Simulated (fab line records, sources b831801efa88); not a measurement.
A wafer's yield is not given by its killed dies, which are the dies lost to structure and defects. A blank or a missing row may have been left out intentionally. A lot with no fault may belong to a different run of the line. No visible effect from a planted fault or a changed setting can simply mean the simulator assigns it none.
fab line records ; flow sky130
[record] lots = 24; wafers = 72; lastDay = 50
route steps=708 shown POLY_GATE@227 CONTACT@406 METAL1@452 VIA1@460
lots that met no fault: from a run of the same line without faults
startH: start of the lot's first displayed wafer, in hours after the record's first day ; waitH: time in hours since the lot's previous step ; " as in the row above ; L1.1+2: a row that stands for several wafers ; - no value present, or no start provided ; * or withheld: withheld ; < > ~ a bound
route shown NAME@n: names a module that has steps shown in the file, with the first one's number in the route ; usual: mean/standard deviation taken from wafers without a fault ; same: alike in all rows ; chamber/n: place in a boat ; sites: each site's reading ; _std_site: standard deviation of those values ; _edge_site: the outer-site mean with the inner-site mean subtracted ; radiusMm: for every site, how far away it sits from the centre of the wafer ; mask NAME#n: copy n ; behind: tool/chamber where the wafer was last shaped ; hold: cause of the lot's hold/its duration in hours/its outcome ; device: transistor that didn't switch, given as n, p or np ; end of line: tests run on the same wafers once the route is complete ; a step with no rows: only its recipe ; killed: count of dies lost to structure and defects at first sort (not the wafer's yield) ; map: the dies of a wafer, with x for killed, . for not killed, _ for no die there
set.NAME: setting as actually run; set.NAME@STEP: the setting as run at that earlier step ; model.NAME: the simulator's own value behind a step, which no gauge read
route steps across a sampled set of lots; one table per step, one row per wafer
services: from which hour (startH, from the record's first day; less than 0 if before it) a tool's chamber was out of use, for how many hours, and why
[[steps]]
[step SKY_POLY_GATE_CD_MEAS_13]
[recipe] targetCdNm = 150
[usual] cdNm = 149.4/1.5
lot.wafer;tool;chamber;startH;waitH;cdNm
L074.1;cdSem-01;-;374.19;-;148.4
L074.3;cdSem-01;-;374.19;-;148.8
L074.4;cdSem-01;-;374.19;-;148.3
L075.1;cdSem-01;-;374.43;-;150.9
L075.2;cdSem-01;-;374.43;-;149.4
L075.5;cdSem-01;-;374.43;-;151.8
L076.1;cdSem-02;-;390.35;-;148.1
L076.4;cdSem-02;-;390.35;-;147.8
L076.5;cdSem-02;-;390.35;-;146.8
L077.1;cdSem-01;-;399.70;-;147.8
L077.4;cdSem-01;-;399.70;-;148.4
L077.6;cdSem-01;-;399.70;-;147.4
L078.2;cdSem-02;-;400.50;-;150.9
L078.4;cdSem-02;-;400.50;-;150.9
L078.5;cdSem-02;-;400.50;-;152.3
L079.2;cdSem-02;-;420.00;-;146.7
L079.4;cdSem-02;-;420.00;-;145.6
L079.6;cdSem-02;-;420.00;-;147.2
L080.3;cdSem-01;-;420.37;-;148.1
L080.4;cdSem-01;-;420.37;-;149.3
L080.6;cdSem-01;-;420.37;-;148.0
L081.3;cdSem-02;-;448.74;-;150.6
L081.4;cdSem-02;-;448.74;-;150.4
L081.5;cdSem-02;-;448.74;-;151.0
L082.3;cdSem-01;-;449.78;-;151.3
L082.4;cdSem-01;-;449.78;-;152.1
L082.6;cdSem-01;-;449.78;-;150.6
L083.1;cdSem-01;-;453.55;-;148.7
L083.4;cdSem-01;-;453.55;-;150.2
L083.5;cdSem-01;-;453.55;-;149.5
L084.2;cdSem-02;-;463.30;-;147.8
L084.3;cdSem-02;-;463.30;-;148.9
L084.5;cdSem-02;-;463.30;-;148.1
L085.1;cdSem-02;-;475.99;-;150.9
L085.2;cdSem-02;-;475.99;-;151.2
L085.6;cdSem-02;-;475.99;-;151.0
L086.2;cdSem-01;-;485.06;-;149.3
L086.4;cdSem-01;-;485.06;-;147.2
L086.5;cdSem-01;-;485.06;-;147.4
L087.3;cdSem-02;-;490.74;-;149.0
L087.4;cdSem-02;-;490.74;-;147.5
L087.6;cdSem-02;-;490.74;-;149.0
L088.2;cdSem-01;-;495.81;-;149.2
L088.3;cdSem-01;-;495.81;-;149.0
L088.6;cdSem-01;-;495.81;-;149.1
L089.2;cdSem-02;-;503.52;-;150.4
L089.3;cdSem-02;-;503.52;-;149.4
L089.4;cdSem-02;-;503.52;-;148.8
L090.1;cdSem-02;-;511.34;-;150.0
L090.2;cdSem-02;-;511.34;-;151.6
L090.6;cdSem-02;-;511.34;-;151.6
L091.1;cdSem-02;-;522.15;-;150.3
L091.2;cdSem-02;-;522.15;-;151.2
L091.5;cdSem-02;-;522.15;-;150.3
L092.1;cdSem-01;-;532.77;-;149.0
L092.4;cdSem-01;-;532.77;-;149.5
L092.6;cdSem-01;-;532.77;-;149.4
L093.1;cdSem-01;-;539.92;-;148.4
L093.3;cdSem-01;-;539.92;-;149.4
L093.6;cdSem-01;-;539.92;-;148.9
L094.2;cdSem-02;-;543.56;-;150.5
L094.3;cdSem-02;-;543.56;-;148.7
L094.6;cdSem-02;-;543.56;-;149.2
L095.4;cdSem-01;-;549.60;-;150.1
L095.5;cdSem-01;-;549.60;-;150.7
L095.6;cdSem-01;-;549.60;-;150.1
L096.3;cdSem-01;-;559.06;-;148.8
L096.4;cdSem-01;-;559.06;-;148.0
L096.6;cdSem-01;-;559.06;-;149.5
L097.2;cdSem-01;-;567.11;-;150.2
L097.3;cdSem-01;-;567.11;-;151.1
L097.5;cdSem-01;-;567.11;-;149.0
[step SKY_CONTACT_CVD_00]
[recipe] material = Si3N4; targetThkNm = 75; tempC = 400; timeS = withheld; rfW = 450
[usual] heaterPowerW = 695/100
lot.wafer;tool;chamber;startH;waitH;heaterPowerW
L074.1;pecvd-01;2;708.36;0.0;649
L074.3;pecvd-01;1;708.36;0.0;777
L074.4;pecvd-01;0;708.36;0.0;693
L075.1;pecvd-04;2;709.48;0.0;623
L075.2;pecvd-04;1;709.48;0.0;514
L075.5;pecvd-04;1;709.48;0.0;494
L076.1;pecvd-01;0;726.45;0.0;656
L076.4;pecvd-01;0;726.45;0.0;663
L076.5;pecvd-01;1;726.45;0.0;730
L077.1;pecvd-01;2;733.04;0.0;551
L077.4;pecvd-01;2;733.04;0.0;584
L077.6;pecvd-01;0;733.04;0.0;695
L078.2;pecvd-04;1;735.43;0.0;610
L078.4;pecvd-04;2;735.43;0.0;585
L078.5;pecvd-04;0;735.43;0.0;819
L080.3;pecvd-01;0;752.55;0.0;717
L080.4;pecvd-01;2;752.55;0.0;538
L080.6;pecvd-01;1;752.55;0.0;762
L079.2;pecvd-04;1;757.41;0.0;585
L079.4;pecvd-04;0;757.41;0.0;822
L079.6;pecvd-04;1;757.41;0.0;566
L081.3;pecvd-01;0;778.96;0.0;723
L081.4;pecvd-01;0;778.96;0.0;737
L081.5;pecvd-01;1;778.96;0.0;733
L082.3;pecvd-03;2;780.59;0.0;742
L082.4;pecvd-03;2;780.59;0.0;760
L082.6;pecvd-03;1;780.59;0.0;842
L083.1;pecvd-04;0;782.86;0.0;856
L083.4;pecvd-04;0;782.86;0.0;836
L083.5;pecvd-04;1;782.86;0.0;527
L084.2;pecvd-04;0;790.43;0.0;884
L084.3;pecvd-04;1;790.43;0.0;608
L084.5;pecvd-04;0;790.43;0.0;875
L085.1;pecvd-01;1;802.10;0.0;709
L085.2;pecvd-01;2;802.10;0.0;606
L085.6;pecvd-01;0;802.10;0.0;729
L086.2;pecvd-04;1;809.84;0.0;566
L086.4;pecvd-04;2;809.84;0.0;674
L086.5;pecvd-04;1;809.84;0.0;551
L087.3;pecvd-01;2;815.51;0.0;622
L087.4;pecvd-01;1;815.51;0.0;783
L087.6;pecvd-01;0;815.51;0.0;652
L088.2;pecvd-03;1;816.78;0.0;823
L088.3;pecvd-03;2;816.78;0.0;719
L088.6;pecvd-03;0;816.78;0.0;667
L089.2;pecvd-01;0;825.30;0.0;735
L089.3;pecvd-01;2;825.30;0.0;615
L089.4;pecvd-01;1;825.30;0.0;723
L090.1;pecvd-04;2;831.32;0.0;592
L090.2;pecvd-04;1;831.32;0.0;601
L090.6;pecvd-04;2;831.32;0.0;611
L091.1;pecvd-04;0;840.00;0.0;803
L091.2;pecvd-04;2;840.00;0.0;697
L091.5;pecvd-04;1;840.00;0.0;571
L092.1;pecvd-03;2;851.16;0.0;704
L092.4;pecvd-03;2;851.16;0.0;745
L092.6;pecvd-03;1;851.16;0.0;908
L093.1;pecvd-01;2;857.45;0.0;641
L093.3;pecvd-01;1;857.45;0.0;751
L093.6;pecvd-01;1;857.45;0.0;767
L094.2;pecvd-03;2;858.24;0.0;690
L094.3;pecvd-03;0;858.24;0.0;648
L094.6;pecvd-03;1;858.24;0.0;980
L095.4;pecvd-03;1;864.46;0.0;875
L095.5;pecvd-03;0;864.46;0.0;677
L095.6;pecvd-03;2;864.46;0.0;728
L096.3;pecvd-01;0;869.58;0.0;662
L096.4;pecvd-01;2;869.58;0.0;555
L096.6;pecvd-01;0;869.58;0.0;679
L097.2;pecvd-04;1;882.01;0.0;565
L097.3;pecvd-04;2;882.01;0.0;662
L097.5;pecvd-04;2;882.01;0.0;668
[step SKY_CONTACT_BOW_MEAS_05]
[recipe] mode = bow
[usual] CONTACT_BOW = 83/7
lot.wafer;tool;chamber;startH;waitH;CONTACT_BOW[um]
L074.1;filmMetro-01;-;708.89;0.2;87
L074.3;filmMetro-01;-;708.89;0.2;73
L074.4;filmMetro-01;-;708.89;0.2;78
L075.1;filmMetro-03;-;710.01;0.2;80
L075.2;filmMetro-03;-;710.01;0.2;88
L075.5;filmMetro-03;-;710.01;0.2;86
L076.1;filmMetro-01;-;727.18;0.2;86
L076.4;filmMetro-01;-;727.18;0.2;87
L076.5;filmMetro-01;-;727.18;0.2;83
L077.1;filmMetro-03;-;733.57;0.2;89
L077.4;filmMetro-03;-;733.57;0.2;89
L077.6;filmMetro-03;-;733.57;0.2;91
L078.2;filmMetro-02;-;735.97;0.2;75
L078.4;filmMetro-02;-;735.97;0.2;77
L078.5;filmMetro-02;-;735.97;0.2;83
L080.3;filmMetro-03;-;753.12;0.2;84
L080.4;filmMetro-03;-;753.12;0.2;89
L080.6;filmMetro-03;-;753.12;0.2;94
L079.2;filmMetro-03;-;757.95;0.3;77
L079.4;filmMetro-03;-;757.95;0.3;96
L079.6;filmMetro-03;-;757.95;0.3;75
L081.3;filmMetro-02;-;779.52;0.3;81
L081.4;filmMetro-02;-;779.52;0.3;84
L081.5;filmMetro-02;-;779.52;0.3;92
L082.3;filmMetro-02;-;781.16;0.2;89
L082.4;filmMetro-02;-;781.16;0.2;89
L082.6;filmMetro-02;-;781.16;0.2;85
L083.1;filmMetro-01;-;783.38;0.2;69
L083.4;filmMetro-01;-;783.38;0.2;68
L083.5;filmMetro-01;-;783.38;0.2;79
L084.2;filmMetro-03;-;790.97;0.1;84
L084.3;filmMetro-03;-;790.97;0.1;76
L084.5;filmMetro-03;-;790.97;0.1;81
L085.1;filmMetro-01;-;802.80;0.1;76
L085.2;filmMetro-01;-;802.80;0.1;85
L085.6;filmMetro-01;-;802.80;0.1;67
L086.2;filmMetro-02;-;810.39;0.2;85
L086.4;filmMetro-02;-;810.39;0.2;84
L086.5;filmMetro-02;-;810.39;0.2;90
L087.3;filmMetro-02;-;816.07;0.3;89
L087.4;filmMetro-02;-;816.07;0.3;87
L087.6;filmMetro-02;-;816.07;0.3;84
L088.2;filmMetro-03;-;817.35;0.3;83
L088.3;filmMetro-03;-;817.35;0.3;82
L088.6;filmMetro-03;-;817.35;0.3;79
L089.2;filmMetro-03;-;825.84;0.2;79
L089.3;filmMetro-03;-;825.84;0.2;91
L089.4;filmMetro-03;-;825.84;0.2;90
L090.1;filmMetro-03;-;831.85;0.1;89
L090.2;filmMetro-03;-;831.85;0.1;86
L090.6;filmMetro-03;-;831.85;0.1;93
L091.1;filmMetro-03;-;840.53;0.1;83
L091.2;filmMetro-03;-;840.53;0.1;85
L091.5;filmMetro-03;-;840.53;0.1;77
L092.1;filmMetro-03;-;851.87;0.2;84
L092.4;filmMetro-03;-;851.87;0.2;80
L092.6;filmMetro-03;-;851.87;0.2;74
L093.1;filmMetro-03;-;857.97;0.2;73
L093.3;filmMetro-03;-;857.97;0.2;78
L093.6;filmMetro-03;-;857.97;0.2;77
L094.2;filmMetro-03;-;858.79;0.3;81
L094.3;filmMetro-03;-;858.79;0.3;90
L094.6;filmMetro-03;-;858.79;0.3;90
L095.4;filmMetro-02;-;865.13;0.3;79
L095.5;filmMetro-02;-;865.13;0.3;95
L095.6;filmMetro-02;-;865.13;0.3;97
L096.3;filmMetro-02;-;870.14;0.2;77
L096.4;filmMetro-02;-;870.14;0.2;84
L096.6;filmMetro-02;-;870.14;0.2;88
L097.2;filmMetro-03;-;882.55;0.3;90
L097.3;filmMetro-03;-;882.55;0.3;77
L097.5;filmMetro-03;-;882.55;0.3;82
[step SKY_METAL1_ETCH_18]
[recipe] chemistry = N2/H2; target = BARC; ionEnergyEv = 203.9; biasW = 100; pressureMtorr = 30; n2FlowSccm = 100; h2FlowSccm = 200; icpW = 500; stopOn = SiO2; timeS = 45.9; targetDepthA = 600
[usual] drypumpMotorCurrentA = 6.0/0.37; oesProductAu = 0.854/0.0044; throttleValvePct = 13.223/0.009
lot.wafer;tool;chamber;startH;waitH;drypumpMotorCurrentA;oesProductAu;rfHoursCounterH;throttleValvePct
L074.1;rieMetal-02;1;765.18;0.0;5.7;0.853;3;13.225
L074.3;rieMetal-02;0;765.18;0.0;6.1;0.857;-;13.223
L074.4;rieMetal-02;1;765.18;0.0;5.7;0.860;-;13.223
L075.1;rieMetal-01;0;766.48;0.0;5.4;0.856;4;13.206
L075.2;rieMetal-01;1;766.48;0.0;6.6;0.854;14;13.231
L075.5;rieMetal-01;0;766.48;0.0;5.4;0.856;-;13.234
L076.1;rieMetal-01;1;783.10;0.0;6.6;0.847;15;13.243
L076.4;rieMetal-01;0;783.10;0.0;5.4;0.856;-;13.224
L076.5;rieMetal-01;1;783.10;0.0;6.6;0.852;-;13.211
L077.1;rieMetal-04;0;788.85;0.0;6.1;0.854;7;13.232
L077.4;rieMetal-04;1;788.85;0.0;6.2;0.849;-;13.212
L077.6;rieMetal-04;0;788.85;0.0;6.1;0.857;-;13.231
L078.2;rieMetal-02;0;790.61;0.0;6.1;0.856;13;13.229
L078.4;rieMetal-02;1;790.61;0.0;5.7;0.857;-;13.232
L078.5;rieMetal-02;1;790.61;0.0;5.7;0.864;-;13.217
L080.3;rieMetal-01;0;809.39;0.1;5.4;0.863;-;13.234
L080.4;rieMetal-01;0;809.39;0.1;5.4;0.859;-;13.234
L080.6;rieMetal-01;0;809.39;0.1;5.4;0.854;-;13.223
L079.2;rieMetal-02;1;812.58;0.0;5.7;0.856;5;13.224
L079.4;rieMetal-02;0;812.58;0.0;6.1;0.856;-;13.226
L079.6;rieMetal-02;1;812.58;0.0;5.7;0.848;-;13.241
L081.3;rieMetal-01;0;835.18;0.0;5.4;0.849;-;13.227
L081.4;rieMetal-01;1;835.18;0.0;6.6;0.859;-;13.227
L081.5;rieMetal-01;1;835.18;0.0;6.6;0.857;-;13.225
L082.3;rieMetal-04;0;836.15;0.0;6.1;0.856;-;13.223
L082.4;rieMetal-04;1;836.15;0.0;6.2;0.856;-;13.204
L082.6;rieMetal-04;1;836.15;0.0;6.2;0.854;-;13.229
L083.1;rieMetal-02;1;837.68;0.0;5.7;0.860;6;13.215
L083.4;rieMetal-02;1;837.68;0.0;5.7;0.854;-;13.212
L083.5;rieMetal-02;1;837.68;0.0;5.7;0.846;-;13.225
L084.2;rieMetal-01;0;846.65;0.0;5.4;0.851;7;13.220
L084.3;rieMetal-01;0;846.65;0.0;5.4;0.855;-;13.218
L084.5;rieMetal-01;0;846.65;0.0;5.4;0.855;-;13.228
L085.1;rieMetal-04;0;857.31;0.0;6.1;0.855;9;13.210
L085.2;rieMetal-04;1;857.31;0.0;6.2;0.863;6;13.223
L085.6;rieMetal-04;1;857.31;0.0;6.2;0.851;-;13.239
L086.2;rieMetal-01;1;864.51;0.0;6.6;0.855;2;13.228
L086.4;rieMetal-01;1;864.51;0.0;6.6;0.852;-;13.220
L086.5;rieMetal-01;0;864.51;0.0;5.4;0.852;-;13.228
L087.3;rieMetal-02;0;870.13;0.0;6.1;0.859;-;13.223
L087.4;rieMetal-02;1;870.13;0.0;5.7;0.849;-;13.216
L087.6;rieMetal-02;0;870.13;0.0;6.1;0.853;-;13.206
L088.2;rieMetal-04;1;871.65;0.0;6.2;0.851;6;13.233
L088.3;rieMetal-04;0;871.65;0.0;6.1;0.854;-;13.225
L088.6;rieMetal-04;1;871.65;0.0;6.2;0.854;-;13.231
L089.2;rieMetal-04;1;880.41;0.0;6.2;0.852;7;13.238
L089.3;rieMetal-04;1;880.41;0.0;6.2;0.855;-;13.220
L089.4;rieMetal-04;0;880.41;0.0;6.1;0.848;-;13.221
L090.1;rieMetal-02;0;886.10;0.0;6.2;0.853;17;13.211
L090.2;rieMetal-02;1;886.10;0.0;5.7;0.859;8;13.207
L090.6;rieMetal-02;1;886.10;0.0;5.7;0.858;-;13.232
L091.1;rieMetal-02;1;894.58;0.0;5.7;0.854;9;13.227
L091.2;rieMetal-02;0;894.58;0.0;6.1;0.852;18;13.216
L091.5;rieMetal-02;1;894.58;0.0;5.7;0.855;-;13.212
L092.1;rieMetal-04;0;904.35;0.0;6.1;0.853;11;13.233
L092.4;rieMetal-04;1;904.35;0.0;6.2;0.862;-;13.202
L092.6;rieMetal-04;1;904.35;0.0;6.2;0.859;-;13.239
L093.1;rieMetal-02;1;910.80;0.0;5.7;0.847;10;13.238
L093.3;rieMetal-02;0;910.80;0.0;6.1;0.853;-;13.229
L093.6;rieMetal-02;0;910.80;0.0;6.2;0.846;-;13.224
L094.2;rieMetal-02;0;912.16;0.0;6.1;0.853;18;13.220
L094.3;rieMetal-02;1;912.16;0.0;5.7;0.858;-;13.220
L094.6;rieMetal-02;0;912.16;0.0;6.1;0.857;-;13.233
L095.4;rieMetal-01;0;917.78;0.0;5.4;0.852;-;13.228
L095.5;rieMetal-01;1;917.78;0.0;6.6;0.849;-;13.235
L095.6;rieMetal-01;0;917.78;0.0;5.4;0.852;-;13.219
L096.3;rieMetal-02;0;923.33;0.0;6.1;0.842;-;13.220
L096.4;rieMetal-02;1;923.33;0.0;5.7;0.855;-;13.220
L096.6;rieMetal-02;0;923.33;0.0;6.1;0.852;-;13.218
L097.2;rieMetal-02;0;934.01;0.0;6.1;0.853;19;13.226
L097.3;rieMetal-02;1;934.01;0.0;5.6;0.853;-;13.234
L097.5;rieMetal-02;0;934.01;0.0;6.1;0.849;-;13.214
[step SKY_VIA1_CMP_02]
[recipe] material = SiO2; downForcePsi = 4; platenRpm = 60; padVelocityMS = 0.94248
[usual] motorCurrentA = 11.9/1.2; platenRpm = 60.00/0.036
lot.wafer;tool;chamber;startH;waitH;motorCurrentA;platenRpm
L074.1;cmp-02;3;766.15;0.1;14.7;60.01
L074.3;cmp-02;0;766.15;0.1;10.7;59.95
L074.4;cmp-02;1;766.15;0.1;11.7;59.98
L075.2;cmp-01;3;767.40;0.0;10.4;59.98
L075.1;cmp-01;1;767.40;0.0;11.1;60.02
L075.5;cmp-01;0;767.40;0.0;12.7;59.96
L076.4;cmp-02;0;784.02;0.0;11.1;60.00
L076.1;cmp-02;2;784.02;0.0;12.5;59.99
L076.5;cmp-02;0;784.02;0.0;10.6;59.97
L077.1;cmp-01;2;789.87;0.1;10.3;59.96
L077.4;cmp-01;3;789.87;0.1;11.6;60.02
L077.6;cmp-01;1;789.87;0.1;10.3;60.01
L078.2;cmp-02;0;791.62;0.1;10.5;60.02
L078.4;cmp-02;2;791.62;0.1;12.4;60.03
L078.5;cmp-02;0;791.62;0.1;11.3;60.05
L080.3;cmp-02;0;810.45;0.0;11.4;60.06
L080.4;cmp-02;2;810.45;0.0;12.3;59.94
L080.6;cmp-02;0;810.45;0.0;11.3;60.06
L079.2;cmp-02;3;813.55;0.1;14.3;60.00
L079.4;cmp-02;1;813.55;0.1;11.4;60.02
L079.6;cmp-02;2;813.55;0.1;12.0;59.94
L081.4;cmp-02;2;836.33;0.3;12.8;60.08
L081.3;cmp-02;3;836.33;0.3;14.6;59.98
L081.5;cmp-02;1;836.33;0.3;11.2;60.03
L082.4;cmp-02;1;837.18;0.1;11.7;60.05
L082.3;cmp-02;0;837.18;0.1;11.0;60.05
L082.6;cmp-02;1;837.18;0.1;11.9;60.03
L083.1;cmp-02;1;838.78;0.2;11.0;60.00
L083.4;cmp-02;3;838.78;0.2;14.4;60.03
L083.5;cmp-02;2;838.78;0.2;12.0;59.99
L084.2;cmp-02;0;847.62;0.1;10.9;60.03
L084.3;cmp-02;2;847.62;0.1;13.2;60.02
L084.5;cmp-02;1;847.62;0.1;11.7;59.98
L085.1;cmp-02;1;858.27;0.1;12.1;59.95
L085.2;cmp-02;3;858.27;0.1;13.7;60.01
L085.6;cmp-02;1;858.27;0.1;10.7;60.02
L086.4;cmp-01;1;865.49;0.0;10.8;59.96
L086.2;cmp-01;2;865.49;0.0;10.8;60.05
L086.5;cmp-01;1;865.49;0.0;10.8;59.99
L087.3;cmp-02;3;871.19;0.1;14.3;60.01
L087.4;cmp-02;0;871.19;0.1;10.6;60.00
L087.6;cmp-02;2;871.19;0.1;12.3;60.03
L088.3;cmp-01;0;872.64;0.0;12.7;59.99
L088.2;cmp-01;1;872.64;0.0;11.1;60.02
L088.6;cmp-01;0;872.64;0.0;12.6;59.95
L089.2;cmp-02;1;881.39;0.0;11.5;59.98
L089.4;cmp-02;2;881.39;0.0;12.6;59.94
L089.3;cmp-02;3;881.39;0.0;14.4;60.01
L090.2;cmp-02;3;887.52;0.1;14.1;60.00
L090.1;cmp-02;0;887.52;0.1;10.3;59.97
L090.6;cmp-02;2;887.52;0.1;13.0;59.90
L091.1;cmp-01;2;895.50;0.1;10.9;59.96
L091.2;cmp-01;0;895.50;0.1;11.8;60.04
L091.5;cmp-01;3;895.50;0.1;10.9;60.03
L092.4;cmp-02;0;905.27;0.0;11.2;60.05
L092.1;cmp-02;3;905.27;0.0;14.3;60.02
L092.6;cmp-02;0;905.27;0.0;11.7;60.02
L093.1;cmp-01;3;911.79;0.1;11.4;60.00
L093.3;cmp-01;2;911.79;0.1;10.4;59.99
L093.6;cmp-01;3;911.79;0.1;11.3;59.94
L094.2;cmp-01;0;913.61;0.2;12.9;59.98
L094.3;cmp-01;1;913.61;0.2;10.9;59.98
L094.6;cmp-01;3;913.61;0.2;10.8;60.01
L095.4;cmp-02;2;918.81;0.1;12.4;59.98
L095.5;cmp-02;0;918.81;0.1;10.6;60.06
L095.6;cmp-02;1;918.81;0.1;12.1;60.03
L096.4;cmp-01;2;924.39;0.1;10.7;59.97
L096.3;cmp-01;0;924.39;0.1;12.9;59.99
L096.6;cmp-01;1;924.39;0.1;11.0;59.99
L097.3;cmp-02;1;935.21;0.2;11.6;60.05
L097.2;cmp-02;3;935.21;0.2;14.4;59.99
L097.5;cmp-02;2;935.21;0.2;12.2;60.01
[step SKY_VIA1_CD_MEAS_12]
[recipe] targetCdNm = 150
[usual] cdNm = 150.4/1.6
lot.wafer;tool;chamber;startH;waitH;cdNm
L074.1;cdSem-02;-;793.17;-;150.4
L074.3;cdSem-02;-;793.17;-;152.1
L074.4;cdSem-02;-;793.17;-;150.3
L075.1;cdSem-02;-;794.35;-;150.5
L075.2;cdSem-02;-;794.35;-;151.4
L075.5;cdSem-02;-;794.35;-;151.6
L076.1;cdSem-02;-;810.43;-;148.2
L076.4;cdSem-02;-;810.43;-;149.9
L076.5;cdSem-02;-;810.43;-;148.3
L077.1;cdSem-02;-;816.05;-;152.3
L077.4;cdSem-02;-;816.05;-;151.8
L077.6;cdSem-02;-;816.05;-;151.5
L078.2;cdSem-01;-;818.50;-;151.4
L078.4;cdSem-01;-;818.50;-;150.9
L078.5;cdSem-01;-;818.50;-;152.4
L080.3;cdSem-02;-;837.29;-;150.0
L080.4;cdSem-02;-;837.29;-;151.5
L080.6;cdSem-02;-;837.29;-;149.9
L079.2;cdSem-01;-;840.45;-;150.5
L079.4;cdSem-01;-;840.45;-;149.6
L079.6;cdSem-01;-;840.45;-;148.1
L081.3;cdSem-01;-;863.04;-;148.8
L081.4;cdSem-01;-;863.04;-;151.0
L081.5;cdSem-01;-;863.04;-;150.0
L082.3;cdSem-02;-;863.80;-;150.0
L082.4;cdSem-02;-;863.80;-;150.1
L082.6;cdSem-02;-;863.80;-;149.8
L083.1;cdSem-02;-;865.11;-;150.6
L083.4;cdSem-02;-;865.11;-;149.1
L083.5;cdSem-02;-;865.11;-;149.5
L084.2;cdSem-01;-;873.88;-;147.8
L084.3;cdSem-01;-;873.88;-;149.3
L084.5;cdSem-01;-;873.88;-;148.3
L085.1;cdSem-01;-;884.41;-;150.8
L085.2;cdSem-01;-;884.41;-;149.4
L085.6;cdSem-01;-;884.41;-;151.5
L086.2;cdSem-02;-;892.57;-;149.8
L086.4;cdSem-02;-;892.57;-;147.5
L086.5;cdSem-02;-;892.57;-;150.6
L087.3;cdSem-02;-;897.25;-;149.7
L087.4;cdSem-02;-;897.25;-;149.9
L087.6;cdSem-02;-;897.25;-;151.2
L088.2;cdSem-02;-;898.60;-;149.9
L088.3;cdSem-02;-;898.60;-;149.3
L088.6;cdSem-02;-;898.60;-;150.5
L089.2;cdSem-01;-;907.12;-;148.8
L089.3;cdSem-01;-;907.12;-;149.3
L089.4;cdSem-01;-;907.12;-;148.6
L090.1;cdSem-01;-;912.93;-;152.3
L090.2;cdSem-01;-;912.93;-;150.2
L090.6;cdSem-01;-;912.93;-;151.6
L091.1;cdSem-02;-;920.41;-;147.0
L091.2;cdSem-02;-;920.41;-;147.8
L091.5;cdSem-02;-;920.41;-;148.9
L092.1;cdSem-02;-;930.18;-;149.2
L092.4;cdSem-02;-;930.18;-;150.6
L092.6;cdSem-02;-;930.18;-;148.7
L093.1;cdSem-02;-;936.73;-;152.5
L093.3;cdSem-02;-;936.73;-;153.4
L093.6;cdSem-02;-;936.73;-;152.9
L094.2;cdSem-02;-;938.43;-;152.3
L094.3;cdSem-02;-;938.43;-;153.9
L094.6;cdSem-02;-;938.43;-;152.0
L095.4;cdSem-02;-;942.81;-;151.6
L095.5;cdSem-02;-;942.81;-;153.2
L095.6;cdSem-02;-;942.81;-;151.5
L096.3;cdSem-01;-;949.19;-;149.1
L096.4;cdSem-01;-;949.19;-;150.4
L096.6;cdSem-01;-;949.19;-;150.6
L097.2;cdSem-01;-;959.97;-;151.5
L097.3;cdSem-01;-;959.97;-;152.1
L097.5;cdSem-01;-;959.97;-;151.9
[[services]]
tool;chamber;startH;hours;kind
rieMetal-02;0;690.17;1.1;repair
cmp-01;-;697.10;0.3;repair
pecvd-03;-;712.23;2.8;pm
pecvd-01;0;719.34;5.5;scheduledDown
cmp-01;-;725.82;3.5;repair
pecvd-01;0;728.43;2.1;scheduledDown
cmp-01;-;737.27;2.6;repair
cmp-01;-;744.15;4.0;pm
rieMetal-01;-;749.77;2.8;pm
cmp-01;-;817.20;0.9;repair
cmp-01;-;831.09;2.7;repair
cmp-01;-;835.00;17.5;pm
rieMetal-04;0;847.11;5.1;repair
rieMetal-02;-;855.15;3.3;repair
rieMetal-02;-;861.17;5.5;repair
pecvd-04;-;873.94;4.3;pm
pecvd-04;-;879.35;1.1;repair
pecvd-03;0;879.66;10.2;repair
rieMetal-01;-;886.30;1.9;repair
cmp-02;-;912.53;4.0;pm
pecvd-01;-;915.91;4.3;pm
cmp-02;-;916.53;-;consumableReplace:conditioner
cmp-02;-;916.53;-;consumableReplace:pad
cmp-01;-;934.22;7.1;pm
[[key]]
fault none
